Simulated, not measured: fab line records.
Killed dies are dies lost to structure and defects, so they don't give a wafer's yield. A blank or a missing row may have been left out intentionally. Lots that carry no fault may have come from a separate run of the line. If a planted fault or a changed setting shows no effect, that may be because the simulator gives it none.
fab line records / flow sky130 / part 2 of 2: steps 29 to 38 of 38
record lots=5 wafers=15 last_day=50
route steps=708 shown METAL4@631 VIA4@639 METAL5@661
lots with no fault: from the same line, run without faults
start_h: start of the lot's first displayed wafer, in hours after the record's first day / wait_h: hours elapsed since this lot's preceding step / " same as the row above / L1.1+2: a row that stands for several wafers / - either no value or no given start / * or withheld: withheld / < > ~ a bound
route shown NAME@n: NAME is a module with steps in the file, n the number in the route of the first one / usual: mean/standard deviation taken from wafers without a fault / same: alike in all rows / chamber/n: place in a boat / sites: per-site readings / _std_site: the values' standard deviation / _edge_site: the outer-site mean with the inner-site mean subtracted / radius_mm: how far each site lies from the wafer's centre / mask NAME#n: copy n / behind: the most recent tool/chamber to have shaped the wafer / hold: why the lot went on hold/how many hours it stayed there/how the hold came to an end / device: the n, p or np transistor that did not switch / end of line: tests run on the same wafers once the route is complete / a step without rows: its recipe alone / killed: dies lost to structure and defects at the first sort, not the wafer's yield / map: the dies of a wafer, with x for killed, . for not killed, _ for no die there
set.NAME: the setting as run; set.NAME@STEP: as run at that earlier step / model.NAME: the simulator's own value behind a step, which no gauge read
lots seen at some steps along the route; tables by step, rows by wafer
services: when a tool's chamber went out of use (start_h, in hours from the record's first day, below 0 if earlier), for how many hours, and the reason
## steps
# step SKY_VIA4_THK_MEAS_20
# recipe thk_meas_gauge=xrf reads=W_of_VIA4_CVD_18
# usual VIA4_W_THK=509/5.1
lot.wafer=L078.2 tool=film_metro-04 chamber=- start_h=1031.75 wait_h=0.1 VIA4_W_THK[nm]=507
lot.wafer=L078.3 tool=film_metro-04 chamber=- start_h=1031.75 wait_h=0.1 VIA4_W_THK[nm]=505
lot.wafer=L078.4 tool=film_metro-04 chamber=- start_h=1031.75 wait_h=0.1 VIA4_W_THK[nm]=509
lot.wafer=L082.2 tool=film_metro-02 chamber=- start_h=1057.27 wait_h=0.1 VIA4_W_THK[nm]=507
lot.wafer=L082.3 tool=film_metro-02 chamber=- start_h=1057.27 wait_h=0.1 VIA4_W_THK[nm]=511
lot.wafer=L082.5 tool=film_metro-02 chamber=- start_h=1057.27 wait_h=0.1 VIA4_W_THK[nm]=510
lot.wafer=L085.1 tool=film_metro-04 chamber=- start_h=1079.47 wait_h=0.1 VIA4_W_THK[nm]=502
lot.wafer=L085.3 tool=film_metro-04 chamber=- start_h=1079.47 wait_h=0.1 VIA4_W_THK[nm]=504
lot.wafer=L085.4 tool=film_metro-04 chamber=- start_h=1079.47 wait_h=0.1 VIA4_W_THK[nm]=513
lot.wafer=L094.2 tool=film_metro-04 chamber=- start_h=1123.23 wait_h=0.1 VIA4_W_THK[nm]=516
lot.wafer=L094.3 tool=film_metro-04 chamber=- start_h=1123.23 wait_h=0.1 VIA4_W_THK[nm]=510
lot.wafer=L094.5 tool=film_metro-04 chamber=- start_h=1123.23 wait_h=0.1 VIA4_W_THK[nm]=512
lot.wafer=L096.1 tool=film_metro-01 chamber=- start_h=1142.38 wait_h=0.1 VIA4_W_THK[nm]=518
lot.wafer=L096.3 tool=film_metro-01 chamber=- start_h=1142.38 wait_h=0.1 VIA4_W_THK[nm]=521
lot.wafer=L096.6 tool=film_metro-01 chamber=- start_h=1142.38 wait_h=0.1 VIA4_W_THK[nm]=516
# step SKY_VIA4_CMP_21
# recipe stop_on=SiO2 t_overpolish_s=25 down_force_psi=3.5 platen_rpm=60 target_thk_nm=0 pad_velocity_m_s=0.94248
# usual motor_current_A=11.1/0.98 overpolish_run_s=25.000/0.0094 slurry_filter_dp_kPa=13.52/0.13 time_to_endpoint_s=124/4.9
lot.wafer=L078.3 tool=cmp-01 chamber=1 start_h=1031.80 wait_h=0.0 motor_current_A=9.7 overpolish_run_s=24.988 slurry_filter_dp_kPa=13.73 time_to_endpoint_s=114
lot.wafer=L078.4 tool=cmp-01 chamber=2 start_h=1031.80 wait_h=0.0 motor_current_A=10.9 overpolish_run_s=24.982 slurry_filter_dp_kPa=13.58 time_to_endpoint_s=120
lot.wafer=L078.2 tool=cmp-01 chamber=0 start_h=1031.80 wait_h=0.0 motor_current_A=10.5 overpolish_run_s=24.994 slurry_filter_dp_kPa=13.48 time_to_endpoint_s=118
lot.wafer=L082.2 tool=cmp-01 chamber=0 start_h=1057.32 wait_h=0.0 motor_current_A=10.7 overpolish_run_s=25.012 slurry_filter_dp_kPa=13.60 time_to_endpoint_s=126
lot.wafer=L082.3 tool=cmp-01 chamber=1 start_h=1057.32 wait_h=0.0 motor_current_A=10.2 overpolish_run_s=25.008 slurry_filter_dp_kPa=13.66 time_to_endpoint_s=123
lot.wafer=L082.5 tool=cmp-01 chamber=1 start_h=1057.32 wait_h=0.0 motor_current_A=9.8 overpolish_run_s=25.004 slurry_filter_dp_kPa=13.56 time_to_endpoint_s=126
lot.wafer=L085.4 tool=cmp-01 chamber=2 start_h=1079.53 wait_h=0.0 motor_current_A=11.7 overpolish_run_s=24.998 slurry_filter_dp_kPa=13.41 time_to_endpoint_s=127
lot.wafer=L085.3 tool=cmp-01 chamber=3 start_h=1079.53 wait_h=0.0 motor_current_A=12.4 overpolish_run_s=24.994 slurry_filter_dp_kPa=13.42 time_to_endpoint_s=128
lot.wafer=L085.1 tool=cmp-01 chamber=0 start_h=1079.53 wait_h=0.0 motor_current_A=10.9 overpolish_run_s=24.997 slurry_filter_dp_kPa=13.79 time_to_endpoint_s=122
lot.wafer=L094.3 tool=cmp-01 chamber=2 start_h=1123.28 wait_h=0.0 motor_current_A=10.5 overpolish_run_s=25.018 slurry_filter_dp_kPa=13.62 time_to_endpoint_s=124
lot.wafer=L094.2 tool=cmp-01 chamber=3 start_h=1123.28 wait_h=0.0 motor_current_A=12.7 overpolish_run_s=24.987 slurry_filter_dp_kPa=13.57 time_to_endpoint_s=131
lot.wafer=L094.5 tool=cmp-01 chamber=2 start_h=1123.28 wait_h=0.0 motor_current_A=10.9 overpolish_run_s=25.015 slurry_filter_dp_kPa=13.40 time_to_endpoint_s=130
lot.wafer=L096.1 tool=cmp-02 chamber=1 start_h=1142.64 wait_h=0.2 motor_current_A=11.5 overpolish_run_s=24.974 slurry_filter_dp_kPa=13.57 time_to_endpoint_s=118
lot.wafer=L096.3 tool=cmp-02 chamber=2 start_h=1142.64 wait_h=0.2 motor_current_A=10.8 overpolish_run_s=24.999 slurry_filter_dp_kPa=13.74 time_to_endpoint_s=121
lot.wafer=L096.6 tool=cmp-02 chamber=1 start_h=1142.64 wait_h=0.2 motor_current_A=11.8 overpolish_run_s=25.016 slurry_filter_dp_kPa=13.35 time_to_endpoint_s=116
# step SKY_METAL5_SPUTTER_00
# recipe material=Ti target_thk_nm=15 power_w=3000 time_s=10 chamber_pressure_pa=0.4
# usual throttle_valve_pct=29.7/1.1
# same time_s=10
lot.wafer=L078.2 tool=pvd_sputter-02 chamber=- start_h=1032.10 wait_h=0.1 throttle_valve_pct=30.4
lot.wafer=L078.3 tool=pvd_sputter-02 chamber=- start_h=1032.10 wait_h=0.1 throttle_valve_pct=27.4
lot.wafer=L078.4 tool=pvd_sputter-02 chamber=- start_h=1032.10 wait_h=0.1 throttle_valve_pct=29.0
lot.wafer=L082.2 tool=pvd_sputter-01 chamber=- start_h=1057.62 wait_h=0.2 throttle_valve_pct=30.8
lot.wafer=L082.3 tool=pvd_sputter-01 chamber=- start_h=1057.62 wait_h=0.2 throttle_valve_pct=29.7
lot.wafer=L082.5 tool=pvd_sputter-01 chamber=- start_h=1057.62 wait_h=0.2 throttle_valve_pct=29.7
lot.wafer=L085.1 tool=pvd_sputter-04 chamber=- start_h=1079.83 wait_h=0.1 throttle_valve_pct=30.2
lot.wafer=L085.3 tool=pvd_sputter-04 chamber=- start_h=1079.83 wait_h=0.1 throttle_valve_pct=27.7
lot.wafer=L085.4 tool=pvd_sputter-04 chamber=- start_h=1079.83 wait_h=0.1 throttle_valve_pct=29.8
lot.wafer=L094.2 tool=pvd_sputter-02 chamber=- start_h=1123.58 wait_h=0.2 throttle_valve_pct=30.5
lot.wafer=L094.3 tool=pvd_sputter-02 chamber=- start_h=1123.58 wait_h=0.2 throttle_valve_pct=30.2
lot.wafer=L094.5 tool=pvd_sputter-02 chamber=- start_h=1123.58 wait_h=0.2 throttle_valve_pct=30.4
lot.wafer=L096.1 tool=pvd_sputter-04 chamber=- start_h=1142.89 wait_h=0.2 throttle_valve_pct=29.8
lot.wafer=L096.3 tool=pvd_sputter-04 chamber=- start_h=1142.89 wait_h=0.2 throttle_valve_pct=31.1
lot.wafer=L096.6 tool=pvd_sputter-04 chamber=- start_h=1142.89 wait_h=0.2 throttle_valve_pct=27.9
# step SKY_METAL5_SPUTTER_01
# recipe material=TiN target_thk_nm=20 power_w=6500 time_s=16.7 chamber_pressure_pa=0.4
# usual throttle_valve_pct=29.7/1.1
# same time_s=16.7
lot.wafer=L078.2 tool=pvd_sputter-02 chamber=- start_h=1032.12 wait_h=0.0 throttle_valve_pct=30.3
lot.wafer=L078.3 tool=pvd_sputter-02 chamber=- start_h=1032.12 wait_h=0.0 throttle_valve_pct=27.5
lot.wafer=L078.4 tool=pvd_sputter-02 chamber=- start_h=1032.12 wait_h=0.0 throttle_valve_pct=28.9
lot.wafer=L082.2 tool=pvd_sputter-01 chamber=- start_h=1057.65 wait_h=0.0 throttle_valve_pct=30.9
lot.wafer=L082.3 tool=pvd_sputter-01 chamber=- start_h=1057.65 wait_h=0.0 throttle_valve_pct=29.8
lot.wafer=L082.5 tool=pvd_sputter-01 chamber=- start_h=1057.65 wait_h=0.0 throttle_valve_pct=30.1
lot.wafer=L085.1 tool=pvd_sputter-04 chamber=- start_h=1079.86 wait_h=0.0 throttle_valve_pct=30.2
lot.wafer=L085.3 tool=pvd_sputter-04 chamber=- start_h=1079.86 wait_h=0.0 throttle_valve_pct=27.5
lot.wafer=L085.4 tool=pvd_sputter-04 chamber=- start_h=1079.86 wait_h=0.0 throttle_valve_pct=30.0
lot.wafer=L094.2 tool=pvd_sputter-02 chamber=- start_h=1123.61 wait_h=0.0 throttle_valve_pct=30.4
lot.wafer=L094.3 tool=pvd_sputter-02 chamber=- start_h=1123.61 wait_h=0.0 throttle_valve_pct=30.4
lot.wafer=L094.5 tool=pvd_sputter-02 chamber=- start_h=1123.61 wait_h=0.0 throttle_valve_pct=30.4
lot.wafer=L096.1 tool=pvd_sputter-04 chamber=- start_h=1142.91 wait_h=0.0 throttle_valve_pct=30.3
lot.wafer=L096.3 tool=pvd_sputter-04 chamber=- start_h=1142.91 wait_h=0.0 throttle_valve_pct=31.2
lot.wafer=L096.6 tool=pvd_sputter-04 chamber=- start_h=1142.91 wait_h=0.0 throttle_valve_pct=27.7
# step SKY_METAL5_SPUTTER_02
# recipe material=AlCu target_thk_nm=1150 power_w=10600 time_s=61.2 chamber_pressure_pa=0.4
# usual throttle_valve_pct=29.7/1.1
# same time_s=61.2
lot.wafer=L078.2 tool=pvd_sputter-02 chamber=- start_h=1032.15 wait_h=0.0 throttle_valve_pct=30.6
lot.wafer=L078.3 tool=pvd_sputter-02 chamber=- start_h=1032.15 wait_h=0.0 throttle_valve_pct=27.6
lot.wafer=L078.4 tool=pvd_sputter-02 chamber=- start_h=1032.15 wait_h=0.0 throttle_valve_pct=29.2
lot.wafer=L082.2 tool=pvd_sputter-01 chamber=- start_h=1057.67 wait_h=0.0 throttle_valve_pct=31.0
lot.wafer=L082.3 tool=pvd_sputter-01 chamber=- start_h=1057.67 wait_h=0.0 throttle_valve_pct=29.4
lot.wafer=L082.5 tool=pvd_sputter-01 chamber=- start_h=1057.67 wait_h=0.0 throttle_valve_pct=29.9
lot.wafer=L085.1 tool=pvd_sputter-04 chamber=- start_h=1079.88 wait_h=0.0 throttle_valve_pct=30.3
lot.wafer=L085.3 tool=pvd_sputter-04 chamber=- start_h=1079.88 wait_h=0.0 throttle_valve_pct=27.7
lot.wafer=L085.4 tool=pvd_sputter-04 chamber=- start_h=1079.88 wait_h=0.0 throttle_valve_pct=30.0
lot.wafer=L094.2 tool=pvd_sputter-02 chamber=- start_h=1123.63 wait_h=0.0 throttle_valve_pct=30.6
lot.wafer=L094.3 tool=pvd_sputter-02 chamber=- start_h=1123.63 wait_h=0.0 throttle_valve_pct=30.8
lot.wafer=L094.5 tool=pvd_sputter-02 chamber=- start_h=1123.63 wait_h=0.0 throttle_valve_pct=30.2
lot.wafer=L096.1 tool=pvd_sputter-04 chamber=- start_h=1142.94 wait_h=0.0 throttle_valve_pct=29.8
lot.wafer=L096.3 tool=pvd_sputter-04 chamber=- start_h=1142.94 wait_h=0.0 throttle_valve_pct=31.3
lot.wafer=L096.6 tool=pvd_sputter-04 chamber=- start_h=1142.94 wait_h=0.0 throttle_valve_pct=27.5
# step SKY_METAL5_SPUTTER_03
# recipe material=Ti target_thk_nm=5 power_w=3000 time_s=3.3 chamber_pressure_pa=0.4
# usual throttle_valve_pct=29.7/1.1
# same time_s=3.3
lot.wafer=L078.2 tool=pvd_sputter-02 chamber=- start_h=1032.20 wait_h=0.0 throttle_valve_pct=30.4
lot.wafer=L078.3 tool=pvd_sputter-02 chamber=- start_h=1032.20 wait_h=0.0 throttle_valve_pct=27.3
lot.wafer=L078.4 tool=pvd_sputter-02 chamber=- start_h=1032.20 wait_h=0.0 throttle_valve_pct=29.0
lot.wafer=L082.2 tool=pvd_sputter-01 chamber=- start_h=1057.72 wait_h=0.0 throttle_valve_pct=30.9
lot.wafer=L082.3 tool=pvd_sputter-01 chamber=- start_h=1057.72 wait_h=0.0 throttle_valve_pct=29.6
lot.wafer=L082.5 tool=pvd_sputter-01 chamber=- start_h=1057.72 wait_h=0.0 throttle_valve_pct=29.7
lot.wafer=L085.1 tool=pvd_sputter-04 chamber=- start_h=1079.93 wait_h=0.0 throttle_valve_pct=30.3
lot.wafer=L085.3 tool=pvd_sputter-04 chamber=- start_h=1079.93 wait_h=0.0 throttle_valve_pct=27.7
lot.wafer=L085.4 tool=pvd_sputter-04 chamber=- start_h=1079.93 wait_h=0.0 throttle_valve_pct=29.9
lot.wafer=L094.2 tool=pvd_sputter-02 chamber=- start_h=1123.68 wait_h=0.0 throttle_valve_pct=30.5
lot.wafer=L094.3 tool=pvd_sputter-02 chamber=- start_h=1123.68 wait_h=0.0 throttle_valve_pct=30.4
lot.wafer=L094.5 tool=pvd_sputter-02 chamber=- start_h=1123.68 wait_h=0.0 throttle_valve_pct=30.4
lot.wafer=L096.1 tool=pvd_sputter-04 chamber=- start_h=1142.99 wait_h=0.0 throttle_valve_pct=30.1
lot.wafer=L096.3 tool=pvd_sputter-04 chamber=- start_h=1142.99 wait_h=0.0 throttle_valve_pct=31.0
lot.wafer=L096.6 tool=pvd_sputter-04 chamber=- start_h=1142.99 wait_h=0.0 throttle_valve_pct=27.6
# step SKY_METAL5_SPUTTER_04
# recipe material=TiN target_thk_nm=70 power_w=6500 time_s=58.3 chamber_pressure_pa=0.4
# usual throttle_valve_pct=29.7/1.1
# same time_s=58.3
lot.wafer=L078.2 tool=pvd_sputter-02 chamber=- start_h=1032.22 wait_h=0.0 throttle_valve_pct=30.2
lot.wafer=L078.3 tool=pvd_sputter-02 chamber=- start_h=1032.22 wait_h=0.0 throttle_valve_pct=27.2
lot.wafer=L078.4 tool=pvd_sputter-02 chamber=- start_h=1032.22 wait_h=0.0 throttle_valve_pct=29.0
lot.wafer=L082.2 tool=pvd_sputter-01 chamber=- start_h=1057.74 wait_h=0.0 throttle_valve_pct=30.8
lot.wafer=L082.3 tool=pvd_sputter-01 chamber=- start_h=1057.74 wait_h=0.0 throttle_valve_pct=29.4
lot.wafer=L082.5 tool=pvd_sputter-01 chamber=- start_h=1057.74 wait_h=0.0 throttle_valve_pct=29.8
lot.wafer=L085.1 tool=pvd_sputter-04 chamber=- start_h=1079.95 wait_h=0.0 throttle_valve_pct=30.2
lot.wafer=L085.3 tool=pvd_sputter-04 chamber=- start_h=1079.95 wait_h=0.0 throttle_valve_pct=27.7
lot.wafer=L085.4 tool=pvd_sputter-04 chamber=- start_h=1079.95 wait_h=0.0 throttle_valve_pct=29.5
lot.wafer=L094.2 tool=pvd_sputter-02 chamber=- start_h=1123.70 wait_h=0.0 throttle_valve_pct=30.6
lot.wafer=L094.3 tool=pvd_sputter-02 chamber=- start_h=1123.70 wait_h=0.0 throttle_valve_pct=30.3
lot.wafer=L094.5 tool=pvd_sputter-02 chamber=- start_h=1123.70 wait_h=0.0 throttle_valve_pct=30.6
lot.wafer=L096.1 tool=pvd_sputter-04 chamber=- start_h=1143.01 wait_h=0.0 throttle_valve_pct=29.8
lot.wafer=L096.3 tool=pvd_sputter-04 chamber=- start_h=1143.01 wait_h=0.0 throttle_valve_pct=31.2
lot.wafer=L096.6 tool=pvd_sputter-04 chamber=- start_h=1143.01 wait_h=0.0 throttle_valve_pct=27.4
# step SKY_METAL5_RS_MEAS_05
# recipe thk_meas_gauge=four-point-probe reads=TiN_of_METAL5_SPUTTER_04+Ti_of_METAL5_SPUTTER_03+AlCu_of_METAL5_SPUTTER_02+TiN_of_METAL5_SPUTTER_01+Ti_of_METAL5_SPUTTER_00
# usual METAL5_ALCU_RS=0.02693/0.00023
lot.wafer=L078.2 tool=film_metro-03 chamber=- start_h=1032.29 wait_h=0.0 METAL5_ALCU_RS[ohm/sq]=0.0271
lot.wafer=L078.3 tool=film_metro-03 chamber=- start_h=1032.29 wait_h=0.0 METAL5_ALCU_RS[ohm/sq]=0.02724
lot.wafer=L078.4 tool=film_metro-03 chamber=- start_h=1032.29 wait_h=0.0 METAL5_ALCU_RS[ohm/sq]=0.02695
lot.wafer=L082.2 tool=film_metro-02 chamber=- start_h=1057.81 wait_h=0.0 METAL5_ALCU_RS[ohm/sq]=0.02746
lot.wafer=L082.3 tool=film_metro-02 chamber=- start_h=1057.81 wait_h=0.0 METAL5_ALCU_RS[ohm/sq]=0.02732
lot.wafer=L082.5 tool=film_metro-02 chamber=- start_h=1057.81 wait_h=0.0 METAL5_ALCU_RS[ohm/sq]=0.02727
lot.wafer=L085.1 tool=film_metro-03 chamber=- start_h=1080.00 wait_h=0.0 METAL5_ALCU_RS[ohm/sq]=0.02673
lot.wafer=L085.3 tool=film_metro-03 chamber=- start_h=1080.00 wait_h=0.0 METAL5_ALCU_RS[ohm/sq]=0.02662
lot.wafer=L085.4 tool=film_metro-03 chamber=- start_h=1080.00 wait_h=0.0 METAL5_ALCU_RS[ohm/sq]=0.02676
lot.wafer=L094.2 tool=film_metro-04 chamber=- start_h=1123.77 wait_h=0.0 METAL5_ALCU_RS[ohm/sq]=0.02689
lot.wafer=L094.3 tool=film_metro-04 chamber=- start_h=1123.77 wait_h=0.0 METAL5_ALCU_RS[ohm/sq]=0.02704
lot.wafer=L094.5 tool=film_metro-04 chamber=- start_h=1123.77 wait_h=0.0 METAL5_ALCU_RS[ohm/sq]=0.02707
lot.wafer=L096.1 tool=film_metro-02 chamber=- start_h=1143.06 wait_h=0.0 METAL5_ALCU_RS[ohm/sq]=0.0268
lot.wafer=L096.3 tool=film_metro-02 chamber=- start_h=1143.06 wait_h=0.0 METAL5_ALCU_RS[ohm/sq]=0.02693
lot.wafer=L096.6 tool=film_metro-02 chamber=- start_h=1143.06 wait_h=0.0 METAL5_ALCU_RS[ohm/sq]=0.02673
# step SKY_METAL5_THK_MEAS_06
# recipe thk_meas_gauge=xrf reads=AlCu_of_METAL5_SPUTTER_02
# usual METAL5_ALCU_THK=1174/13
lot.wafer=L078.2 tool=film_metro-03 chamber=- start_h=1032.40 wait_h=0.1 METAL5_ALCU_THK[nm]=1160
lot.wafer=L078.3 tool=film_metro-03 chamber=- start_h=1032.40 wait_h=0.1 METAL5_ALCU_THK[nm]=1160
lot.wafer=L078.4 tool=film_metro-03 chamber=- start_h=1032.40 wait_h=0.1 METAL5_ALCU_THK[nm]=1178
lot.wafer=L082.2 tool=film_metro-02 chamber=- start_h=1057.92 wait_h=0.1 METAL5_ALCU_THK[nm]=1149
lot.wafer=L082.3 tool=film_metro-02 chamber=- start_h=1057.92 wait_h=0.1 METAL5_ALCU_THK[nm]=1155
lot.wafer=L082.5 tool=film_metro-02 chamber=- start_h=1057.92 wait_h=0.1 METAL5_ALCU_THK[nm]=1157
lot.wafer=L085.1 tool=film_metro-03 chamber=- start_h=1080.12 wait_h=0.1 METAL5_ALCU_THK[nm]=1188
lot.wafer=L085.3 tool=film_metro-03 chamber=- start_h=1080.12 wait_h=0.1 METAL5_ALCU_THK[nm]=1181
lot.wafer=L085.4 tool=film_metro-03 chamber=- start_h=1080.12 wait_h=0.1 METAL5_ALCU_THK[nm]=1175
lot.wafer=L094.2 tool=film_metro-04 chamber=- start_h=1123.88 wait_h=0.1 METAL5_ALCU_THK[nm]=1190
lot.wafer=L094.3 tool=film_metro-04 chamber=- start_h=1123.88 wait_h=0.1 METAL5_ALCU_THK[nm]=1186
lot.wafer=L094.5 tool=film_metro-04 chamber=- start_h=1123.88 wait_h=0.1 METAL5_ALCU_THK[nm]=1175
lot.wafer=L096.1 tool=film_metro-02 chamber=- start_h=1143.18 wait_h=0.1 METAL5_ALCU_THK[nm]=1177
lot.wafer=L096.3 tool=film_metro-02 chamber=- start_h=1143.18 wait_h=0.1 METAL5_ALCU_THK[nm]=1173
lot.wafer=L096.6 tool=film_metro-02 chamber=- start_h=1143.18 wait_h=0.1 METAL5_ALCU_THK[nm]=1183
# step SKY_METAL5_DEHYDRATE_07
# recipe temp_c=200 time_s=60
# same time_s=60
lot.wafer=L078.2+3+4 tool=litho_track-04 chamber=0 start_h=1043.64 wait_h=11.2
lot.wafer=L082.2+3+5 tool=litho_track-04 chamber=0 start_h=1067.94 wait_h=10.0
lot.wafer=L085.1+3+4 tool=litho_track-02 chamber=0 start_h=1089.73 wait_h=9.6
lot.wafer=L094.2+3+5 tool=litho_track-02 chamber=0 start_h=1133.11 wait_h=9.2
lot.wafer=L096.1+3+6 tool=litho_track-02 chamber=0 start_h=1151.68 wait_h=8.5
## services
tool=wet_bench-01 chamber=- start_h=983.44 hours=12.6 kind=repair
tool=iline_stepper-02 chamber=- start_h=1016.06 hours=1.7 kind=pm
tool=cmp-02 chamber=- start_h=1019.09 hours=7.9 kind=pm
tool=pvd_sputter-02 chamber=- start_h=1024.18 hours=5.1 kind=repair
tool=plasma_asher-01 chamber=- start_h=1055.25 hours=9.0 kind=pm
tool=rie_metal-03 chamber=- start_h=1057.03 hours=2.8 kind=pm
tool=pvd_sputter-02 chamber=- start_h=1072.05 hours=6.8 kind=repair
tool=cmp-01 chamber=- start_h=1073.35 hours=2.8 kind=repair
tool=cmp-02 chamber=- start_h=1073.41 hours=5.5 kind=repair
tool=cmp-02 chamber=- start_h=1078.04 hours=6.3 kind=repair
tool=cmp-02 chamber=- start_h=1084.33 hours=4.0 kind=pm
tool=pvd_sputter-04 chamber=- start_h=1088.06 hours=6.4 kind=repair
tool=rie_diel-02 chamber=3 start_h=1090.30 hours=11.7 kind=repair
tool=cmp-02 chamber=- start_h=1095.65 hours=3.5 kind=pm
tool=rie_diel-02 chamber=- start_h=1101.01 hours=2.8 kind=repair
tool=rie_metal-01 chamber=- start_h=1116.12 hours=0.2 kind=repair
tool=cmp-02 chamber=- start_h=1122.79 hours=0.3 kind=repair
tool=cmp-02 chamber=- start_h=1123.13 hours=3.0 kind=repair
tool=cmp-01 chamber=- start_h=1127.02 hours=0.5 kind=repair
tool=rie_diel-02 chamber=2 start_h=1128.01 hours=2.8 kind=repair
tool=rie_metal-04 chamber=- start_h=1137.05 hours=1.4 kind=pm
tool=cmp-02 chamber=- start_h=1138.27 hours=0.5 kind=repair
tool=cmp-02 chamber=- start_h=1146.62 hours=1.1 kind=repair
tool=plasma_asher-01 chamber=- start_h=1147.78 hours=1.1 kind=repair
